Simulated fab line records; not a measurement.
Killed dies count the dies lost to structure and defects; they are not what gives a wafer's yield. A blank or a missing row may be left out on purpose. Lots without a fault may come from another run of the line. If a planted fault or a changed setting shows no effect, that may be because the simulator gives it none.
A sampling plan put to the test -- flow gf180mcu -- one fab line, 52 faults that these records tell of, each judged on the records of the lots that it struck
The plan is the line's own looks: the steps of the route at which a gauge or an inspection reads the wafer and doesn't change it. A look can be judged if struck wafers have a number there and the file gives its usual mean and standard deviation on fault-free wafers. Caught: the struck wafers' mean, at a look after the fault's first step, is 4 or more of those standard deviations (sigma) away from the usual mean. On the tool: here the same test is run on the tool's own readings at the fault's steps. If the struck wafers alone have a blank record, or they carry another recipe, that too counts as caught.

## THE FAULTS, as the simulator had put them in
1. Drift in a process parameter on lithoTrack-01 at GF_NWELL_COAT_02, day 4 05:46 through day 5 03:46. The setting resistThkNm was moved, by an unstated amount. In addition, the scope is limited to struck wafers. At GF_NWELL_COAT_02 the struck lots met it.
2. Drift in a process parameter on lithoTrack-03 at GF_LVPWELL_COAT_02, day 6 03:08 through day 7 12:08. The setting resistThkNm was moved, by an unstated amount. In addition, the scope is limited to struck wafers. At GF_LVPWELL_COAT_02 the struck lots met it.
3. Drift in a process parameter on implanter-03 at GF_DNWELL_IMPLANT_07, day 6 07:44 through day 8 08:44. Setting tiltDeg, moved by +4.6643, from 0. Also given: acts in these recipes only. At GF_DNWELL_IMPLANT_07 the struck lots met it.
4. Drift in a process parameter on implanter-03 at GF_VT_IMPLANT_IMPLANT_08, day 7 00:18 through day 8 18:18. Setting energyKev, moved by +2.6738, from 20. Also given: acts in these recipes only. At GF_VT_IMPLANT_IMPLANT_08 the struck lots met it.
5. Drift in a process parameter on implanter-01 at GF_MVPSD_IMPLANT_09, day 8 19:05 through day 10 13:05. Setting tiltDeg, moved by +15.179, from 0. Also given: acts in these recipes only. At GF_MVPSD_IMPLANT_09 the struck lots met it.
6. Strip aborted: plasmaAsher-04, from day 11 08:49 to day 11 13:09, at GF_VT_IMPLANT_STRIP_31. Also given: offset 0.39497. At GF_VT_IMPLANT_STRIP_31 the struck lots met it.
7. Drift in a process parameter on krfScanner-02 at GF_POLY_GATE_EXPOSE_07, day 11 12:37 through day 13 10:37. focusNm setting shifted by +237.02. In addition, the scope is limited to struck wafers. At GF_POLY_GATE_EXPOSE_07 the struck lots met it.
8. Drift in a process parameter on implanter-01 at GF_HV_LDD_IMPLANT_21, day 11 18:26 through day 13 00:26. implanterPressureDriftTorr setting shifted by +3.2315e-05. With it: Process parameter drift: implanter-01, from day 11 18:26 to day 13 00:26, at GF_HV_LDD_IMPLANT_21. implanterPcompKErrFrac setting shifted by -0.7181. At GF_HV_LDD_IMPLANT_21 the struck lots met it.
9. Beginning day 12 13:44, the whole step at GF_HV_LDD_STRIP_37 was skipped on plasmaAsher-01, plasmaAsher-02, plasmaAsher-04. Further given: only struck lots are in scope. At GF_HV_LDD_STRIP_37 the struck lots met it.
10. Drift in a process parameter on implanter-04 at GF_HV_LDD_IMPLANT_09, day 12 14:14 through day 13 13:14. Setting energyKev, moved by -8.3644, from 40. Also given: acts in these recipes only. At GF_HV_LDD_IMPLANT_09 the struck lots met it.
11. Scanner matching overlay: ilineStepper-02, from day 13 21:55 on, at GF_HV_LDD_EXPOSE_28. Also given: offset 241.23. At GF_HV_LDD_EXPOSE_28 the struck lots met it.
12. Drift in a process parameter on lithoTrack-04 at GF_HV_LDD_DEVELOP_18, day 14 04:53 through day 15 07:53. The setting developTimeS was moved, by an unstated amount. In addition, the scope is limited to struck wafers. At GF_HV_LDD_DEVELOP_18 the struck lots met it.
13. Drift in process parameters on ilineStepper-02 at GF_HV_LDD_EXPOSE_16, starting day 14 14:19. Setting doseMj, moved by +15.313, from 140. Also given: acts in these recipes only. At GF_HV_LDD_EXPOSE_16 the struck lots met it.
14. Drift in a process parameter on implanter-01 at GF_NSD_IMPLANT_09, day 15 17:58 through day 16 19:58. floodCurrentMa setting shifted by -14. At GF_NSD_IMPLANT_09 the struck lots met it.
15. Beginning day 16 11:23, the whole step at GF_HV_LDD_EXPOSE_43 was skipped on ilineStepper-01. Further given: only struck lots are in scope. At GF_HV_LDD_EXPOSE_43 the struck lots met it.
16. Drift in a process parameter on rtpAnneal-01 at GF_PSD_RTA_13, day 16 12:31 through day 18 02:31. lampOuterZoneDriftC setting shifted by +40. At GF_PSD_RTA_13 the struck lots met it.
17. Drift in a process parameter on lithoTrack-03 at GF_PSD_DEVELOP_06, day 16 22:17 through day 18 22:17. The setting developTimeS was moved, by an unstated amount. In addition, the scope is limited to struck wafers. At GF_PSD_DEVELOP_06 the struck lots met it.
18. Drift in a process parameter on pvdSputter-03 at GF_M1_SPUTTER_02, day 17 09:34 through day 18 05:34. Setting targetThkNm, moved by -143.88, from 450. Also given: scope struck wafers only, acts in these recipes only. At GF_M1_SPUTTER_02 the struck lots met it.
19. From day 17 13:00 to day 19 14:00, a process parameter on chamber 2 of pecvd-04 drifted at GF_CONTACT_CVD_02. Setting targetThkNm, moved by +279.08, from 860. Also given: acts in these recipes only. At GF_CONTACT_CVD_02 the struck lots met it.
20. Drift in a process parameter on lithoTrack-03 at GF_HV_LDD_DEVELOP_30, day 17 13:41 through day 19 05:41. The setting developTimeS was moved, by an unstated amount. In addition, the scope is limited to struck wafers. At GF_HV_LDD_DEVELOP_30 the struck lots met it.
21. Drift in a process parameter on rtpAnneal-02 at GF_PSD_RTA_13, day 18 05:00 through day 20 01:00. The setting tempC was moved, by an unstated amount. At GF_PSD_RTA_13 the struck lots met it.
22. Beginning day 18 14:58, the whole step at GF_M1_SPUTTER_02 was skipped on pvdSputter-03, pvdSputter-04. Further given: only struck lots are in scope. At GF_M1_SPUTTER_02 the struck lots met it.
23. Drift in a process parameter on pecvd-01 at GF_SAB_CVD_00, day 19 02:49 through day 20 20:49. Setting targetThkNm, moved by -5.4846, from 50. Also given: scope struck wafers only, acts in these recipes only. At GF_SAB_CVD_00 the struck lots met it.
24. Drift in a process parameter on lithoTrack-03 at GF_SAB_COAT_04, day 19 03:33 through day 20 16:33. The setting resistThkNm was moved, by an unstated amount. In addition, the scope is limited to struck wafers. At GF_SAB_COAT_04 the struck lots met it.
25. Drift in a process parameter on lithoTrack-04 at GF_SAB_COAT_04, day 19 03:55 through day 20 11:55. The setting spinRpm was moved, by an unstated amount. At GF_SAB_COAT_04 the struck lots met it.
26. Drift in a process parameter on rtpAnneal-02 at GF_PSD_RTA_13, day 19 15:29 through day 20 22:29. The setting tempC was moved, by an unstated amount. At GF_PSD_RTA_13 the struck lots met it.
27. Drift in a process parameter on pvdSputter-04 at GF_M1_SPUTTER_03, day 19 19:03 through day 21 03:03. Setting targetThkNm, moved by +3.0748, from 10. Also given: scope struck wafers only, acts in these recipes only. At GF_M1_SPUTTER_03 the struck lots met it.
28. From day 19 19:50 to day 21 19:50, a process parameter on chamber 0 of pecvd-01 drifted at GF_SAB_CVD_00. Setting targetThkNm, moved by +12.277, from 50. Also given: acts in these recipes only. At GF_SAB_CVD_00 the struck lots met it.
29. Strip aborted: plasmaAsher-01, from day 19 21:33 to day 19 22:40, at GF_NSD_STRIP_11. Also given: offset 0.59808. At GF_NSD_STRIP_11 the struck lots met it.
30. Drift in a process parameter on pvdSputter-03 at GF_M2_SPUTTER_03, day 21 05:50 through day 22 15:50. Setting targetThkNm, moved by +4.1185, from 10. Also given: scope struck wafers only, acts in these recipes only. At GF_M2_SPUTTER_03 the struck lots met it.
31. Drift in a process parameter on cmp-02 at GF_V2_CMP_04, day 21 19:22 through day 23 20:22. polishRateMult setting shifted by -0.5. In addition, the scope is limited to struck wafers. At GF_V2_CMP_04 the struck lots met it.
32. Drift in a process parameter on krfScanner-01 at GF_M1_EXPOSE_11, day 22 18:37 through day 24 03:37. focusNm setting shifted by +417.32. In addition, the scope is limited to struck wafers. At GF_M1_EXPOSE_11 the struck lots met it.
33. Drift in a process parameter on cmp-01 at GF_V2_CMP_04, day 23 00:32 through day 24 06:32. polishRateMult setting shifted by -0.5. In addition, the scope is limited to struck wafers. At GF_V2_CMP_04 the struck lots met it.
34. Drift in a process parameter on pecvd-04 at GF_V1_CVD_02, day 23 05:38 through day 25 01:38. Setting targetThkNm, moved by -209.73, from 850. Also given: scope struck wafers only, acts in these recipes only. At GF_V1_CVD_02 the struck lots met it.
35. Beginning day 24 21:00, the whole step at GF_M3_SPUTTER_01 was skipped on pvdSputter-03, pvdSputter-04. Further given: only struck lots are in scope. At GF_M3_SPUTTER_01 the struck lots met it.
36. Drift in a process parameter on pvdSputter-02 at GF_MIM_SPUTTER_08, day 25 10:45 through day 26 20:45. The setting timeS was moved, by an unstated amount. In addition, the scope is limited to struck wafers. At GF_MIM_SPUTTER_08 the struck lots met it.
37. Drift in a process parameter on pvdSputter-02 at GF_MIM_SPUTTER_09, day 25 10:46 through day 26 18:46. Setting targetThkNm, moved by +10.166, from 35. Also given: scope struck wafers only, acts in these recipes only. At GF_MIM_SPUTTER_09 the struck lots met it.
38. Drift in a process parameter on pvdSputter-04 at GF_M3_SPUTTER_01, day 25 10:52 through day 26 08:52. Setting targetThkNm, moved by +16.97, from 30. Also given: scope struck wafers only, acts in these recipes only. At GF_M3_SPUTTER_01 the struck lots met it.
39. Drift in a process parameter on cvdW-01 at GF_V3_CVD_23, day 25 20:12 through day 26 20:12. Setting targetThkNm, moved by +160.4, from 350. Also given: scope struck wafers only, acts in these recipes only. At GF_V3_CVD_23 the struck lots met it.
40. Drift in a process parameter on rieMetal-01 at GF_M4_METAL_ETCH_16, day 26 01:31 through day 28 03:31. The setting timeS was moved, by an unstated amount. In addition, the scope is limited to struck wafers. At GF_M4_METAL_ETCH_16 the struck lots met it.
41. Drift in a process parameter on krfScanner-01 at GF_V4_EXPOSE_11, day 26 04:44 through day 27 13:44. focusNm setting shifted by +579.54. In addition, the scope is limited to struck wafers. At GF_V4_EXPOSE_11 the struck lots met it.
42. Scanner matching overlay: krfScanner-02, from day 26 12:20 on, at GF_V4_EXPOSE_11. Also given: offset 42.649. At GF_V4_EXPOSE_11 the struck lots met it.
43. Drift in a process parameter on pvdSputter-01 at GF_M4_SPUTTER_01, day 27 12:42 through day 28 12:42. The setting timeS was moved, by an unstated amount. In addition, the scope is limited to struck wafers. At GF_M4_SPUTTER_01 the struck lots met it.
44. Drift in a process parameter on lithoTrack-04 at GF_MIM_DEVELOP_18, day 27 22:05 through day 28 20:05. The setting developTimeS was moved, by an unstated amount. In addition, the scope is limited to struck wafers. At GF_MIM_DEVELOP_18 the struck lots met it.
45. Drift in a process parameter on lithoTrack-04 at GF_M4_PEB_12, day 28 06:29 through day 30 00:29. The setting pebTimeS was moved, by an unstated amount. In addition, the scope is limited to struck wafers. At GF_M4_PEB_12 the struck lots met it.
46. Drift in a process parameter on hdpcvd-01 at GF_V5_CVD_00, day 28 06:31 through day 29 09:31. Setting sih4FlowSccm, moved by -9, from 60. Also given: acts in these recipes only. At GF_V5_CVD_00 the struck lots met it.
47. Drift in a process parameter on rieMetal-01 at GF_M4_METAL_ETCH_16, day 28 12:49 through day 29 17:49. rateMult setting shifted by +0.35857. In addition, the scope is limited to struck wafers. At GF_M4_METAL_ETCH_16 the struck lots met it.
48. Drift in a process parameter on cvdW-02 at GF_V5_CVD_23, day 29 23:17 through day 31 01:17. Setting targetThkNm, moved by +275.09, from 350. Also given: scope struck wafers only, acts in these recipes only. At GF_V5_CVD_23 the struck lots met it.
49. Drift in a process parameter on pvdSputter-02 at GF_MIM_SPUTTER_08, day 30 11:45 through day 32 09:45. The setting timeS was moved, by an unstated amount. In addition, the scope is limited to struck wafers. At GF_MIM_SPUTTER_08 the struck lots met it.
50. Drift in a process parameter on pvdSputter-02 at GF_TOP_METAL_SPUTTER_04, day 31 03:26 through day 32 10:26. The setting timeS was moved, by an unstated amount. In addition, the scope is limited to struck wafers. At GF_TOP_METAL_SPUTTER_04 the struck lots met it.
51. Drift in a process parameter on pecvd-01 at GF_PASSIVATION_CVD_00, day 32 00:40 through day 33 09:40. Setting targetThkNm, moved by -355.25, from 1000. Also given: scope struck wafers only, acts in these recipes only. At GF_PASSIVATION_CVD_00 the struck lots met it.
52. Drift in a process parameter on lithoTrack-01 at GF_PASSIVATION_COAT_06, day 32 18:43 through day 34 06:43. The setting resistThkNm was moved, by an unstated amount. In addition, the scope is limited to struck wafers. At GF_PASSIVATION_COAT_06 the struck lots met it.

## WHAT THE PLAN SAW
fault,on the tool itself,first look that catches it,"reading, sigma",median hours from its first step to that look,hours from the fault's start to the first struck lot there,judged looks passed uncaught
1,no reading that can be judged,not the one look that can be judged after it,-,-,-,1
2,under 2 sigma,no look after it can be judged,-,-,-,0
3,tiltDeg +99 or beyond sigma,GF_DNWELL_TW_MEAS_09,DNWELL_TW +14,0.2,16,0
4,beamEnergyKeV +99 or beyond sigma,GF_VT_IMPLANT_TW_MEAS_10,VT_IMPLANT_TW +5.3,0.2,4,0
5,tiltDeg +99 or beyond sigma,not the one look that can be judged after it,-,-,-,1
6,oesProductAu +51 sigma,GF_VT_IMPLANT_TW_MEAS_43,VT_IMPLANT_4_TW -28,18.5,23,0
7,no reading that can be judged,GF_POLY_GATE_CD_MEAS_10,cdNm -12,9.6,16,0
8,endStationPressureTorr +99 or beyond sigma,no look after it can be judged,-,-,-,0
9,the tool's record is blank for the struck wafers,GF_HV_LDD_TW_MEAS_50,HV_LDD_4_TW -90,20.3,23,1
10,beamEnergyKeV -99 or beyond sigma,GF_HV_LDD_TW_MEAS_11,HV_LDD_TW -6.9,0.3,12,0
11,under 2 sigma,GF_HV_LDD_OVL_MEAS_32,HV_LDD_02_OVL +99 or beyond,10.8,14,0
12,no reading that can be judged,GF_HV_LDD_TW_MEAS_23,HV_LDD_2_TW -93,0.6,5,0
13,exposureDoseMJCm2 +99 or beyond sigma,GF_HV_LDD_CD_MEAS_19,cdNm +11,10.6,13,0
14,under 2 sigma,none of the 8 looks that can be judged after it,-,-,-,8
15,no reading that can be judged,no look after it can be judged,-,-,-,0
16,under 2 sigma,GF_PSD_RS_MEAS_14,NSD_RS -42,0.1,6,0
17,under 2 sigma,GF_PSD_CD_MEAS_07,cdNm +7.6,0.1,5,0
18,under 2 sigma,GF_M1_RS_MEAS_05,M1_ALCU_RS +37,0.1,3,0
19,under 2 sigma,GF_CONTACT_THK_MEAS_03,CONTACT_CVD_02_THK +19,0.1,6,0
20,under 2 sigma,GF_HV_LDD_CD_MEAS_31,cdNm +4.7,0.1,12,0
21,lampPowerPct +84 sigma,GF_PSD_RS_MEAS_14,NSD_RS -59,0.1,5,0
22,the tool's record is blank for the struck wafers,GF_M1_RS_MEAS_05,M1_ALCU_RS +99 or beyond,0.1,6,0
23,under 2 sigma,GF_SAB_THK_MEAS_01,SAB_CVD_00_THK -7.0,0.0,4,0
24,no reading that can be judged,no look after it can be judged,-,-,-,0
25,spinSpeedRpm +99 or beyond sigma,none of the 2 looks that can be judged after it,"strongest: cdNm at GF_SAB_CD_MEAS_09, -3.7",-,-,2
26,lampPowerPct -26 sigma,GF_PSD_RS_MEAS_14,NSD_RS +17,0.1,17,0
27,under 2 sigma,no look after it can be judged,-,-,-,0
28,under 2 sigma,GF_SAB_THK_MEAS_01,SAB_CVD_00_THK +19,0.0,13,0
29,oesProductAu -25 sigma,GF_PSD_TW_MEAS_11,PSD_TW -99 or beyond,23.9,25,0
30,under 2 sigma,no look after it can be judged,-,-,-,0
31,timeToEndpointS +4.4 sigma,none of the 2 looks that can be judged after it,-,-,-,2
32,under 2 sigma,GF_M1_CD_MEAS_14,cdNm -55,11.3,21,0
33,timeToEndpointS +5.3 sigma,no look after it can be judged,-,-,-,0
34,under 2 sigma,GF_V1_THK_MEAS_03,V1_CVD_02_THK -17,0.1,5,0
35,the tool's record is blank for the struck wafers,no look after it can be judged,-,-,-,0
36,under 2 sigma,GF_MIM_RS_MEAS_10,MIM_ALCU_RS +29,0.1,8,0
37,under 2 sigma,none of the 4 looks that can be judged after it,-,-,-,4
38,under 2 sigma,none of the 2 looks that can be judged after it,-,-,-,2
39,under 2 sigma,GF_V3_RS_MEAS_24,V3_W_RS -28,0.1,3,0
40,runLengthS -18 sigma,no look after it can be judged,-,-,-,0
41,no reading that can be judged,GF_V4_CD_MEAS_14,cdNm +16,9.9,15,0
42,no reading that can be judged,GF_V4_OVL_MEAS_15,V4_OVL +8.7,9.3,29,0
43,under 2 sigma,GF_M4_CD_MEAS_14,cdNm -4.6,19.0,33,0
44,no reading that can be judged,no look after it can be judged,-,-,-,0
45,heaterPowerTotalW +83 sigma,GF_M4_CD_MEAS_14,cdNm +6.2,0.4,8,0
46,sih4FlowSccm -50 sigma,GF_V5_THK_MEAS_01,V5_CVD_00_THK -12,0.0,8,0
47,under 2 sigma,not the one look that can be judged after it,-,-,-,1
48,under 2 sigma,GF_V5_RS_MEAS_24,V5_W_RS -38,0.1,3,0
49,under 2 sigma,GF_MIM_RS_MEAS_10,MIM_ALCU_RS +8.1,0.1,24,0
50,under 2 sigma,none of the 4 looks that can be judged after it,-,-,-,4
51,under 2 sigma,GF_PASSIVATION_THK_MEAS_01,PASSIVATION_CVD_00_THK -23,0.1,4,0
52,under 2 sigma,not the one look that can be judged after it,-,-,-,1
A dash: the fault isn't caught, or these records don't give the number.

Caught at a look: 32 of 52. Caught on the tool: 19 of 52. By one or the other: 39 of 52.
On the tool alone, faults 5, 8, 25, 31, 33, 35, 40 were caught.
Caught at a look alone: faults 7, 11, 12, 16, 17, 18, 19, 20, 23, 28, 32, 34, 36, 39, 41, 42, 43, 48, 49, 51.
Caught by neither: faults 1, 2, 14, 15, 24, 27, 30, 37, 38, 44, 47, 50, 52.

## THINNER SAMPLING
Were the look that catches a fault to measure just every second or every third lot (counted by lot number), the first struck lot would, at worst, be measured this late:
fault,"struck lots at that look, in order of time",every lot,every second lot,every third lot
3,"L691, L694",16 h,31 h,may miss all 2
4,"L769, L774, L775",4 h,34 h,may miss all 3
6,L117,23 h,may miss it,may miss it
7,"L594, L595, L598",16 h,19 h,may miss all 3
9,"L901, L902, L903",23 h,32 h,42 h
10,"L293, L295",12 h,may miss all 2,may miss all 2
11,"L550, L551, L554",14 h,22 h,may miss all 3
12,"L704, L705",5 h,17 h,may miss all 2
13,"L975, L979, L981",13 h,may miss all 3,may miss all 3
16,"L704, L705, L706",6 h,16 h,24 h
17,"L393, L398",5 h,48 h,may miss all 2
18,"L819, L820",3 h,14 h,may miss all 2
19,"L309, L314",6 h,46 h,may miss all 2
20,"L192, L193",12 h,20 h,may miss all 2
21,"L852, L853",5 h,18 h,may miss all 2
22,"L781, L782",6 h,17 h,may miss all 2
23,"L730, L733",4 h,30 h,may miss all 2
26,"L878, L879",17 h,24 h,may miss all 2
28,"L247, L250",13 h,36 h,may miss all 2
29,L480,25 h,may miss it,may miss it
32,"L436, L438",21 h,may miss all 2,may miss all 2
34,"L892, L896",5 h,may miss all 2,may miss all 2
36,"L470, L471, L472",8 h,18 h,25 h
39,"L873, L874, L875",3 h,8 h,16 h
41,"L112, L113, L114",15 h,25 h,32 h
42,"L844, L845",29 h,34 h,may miss all 2
43,L542,33 h,may miss it,may miss it
45,L802,8 h,may miss it,may miss it
46,"L811, L812",8 h,17 h,may miss all 2
48,"L639, L641",3 h,may miss all 2,may miss all 2
49,L443,24 h,may miss it,may miss it
51,"L235, L236",4 h,11 h,may miss all 2
Hours: fault start to first struck lot measured. The test against the limit of 4 sigma pooled every struck wafer, which means one lot taken alone may stay below that limit. Other struck lots may not be in these records.

## THE LONGEST TIMED WAY FROM STEP TO LOOK
Fault 29: median gap of 23.9 hours between GF_NSD_STRIP_11 and GF_PSD_TW_MEAS_11. No look between them can be judged.
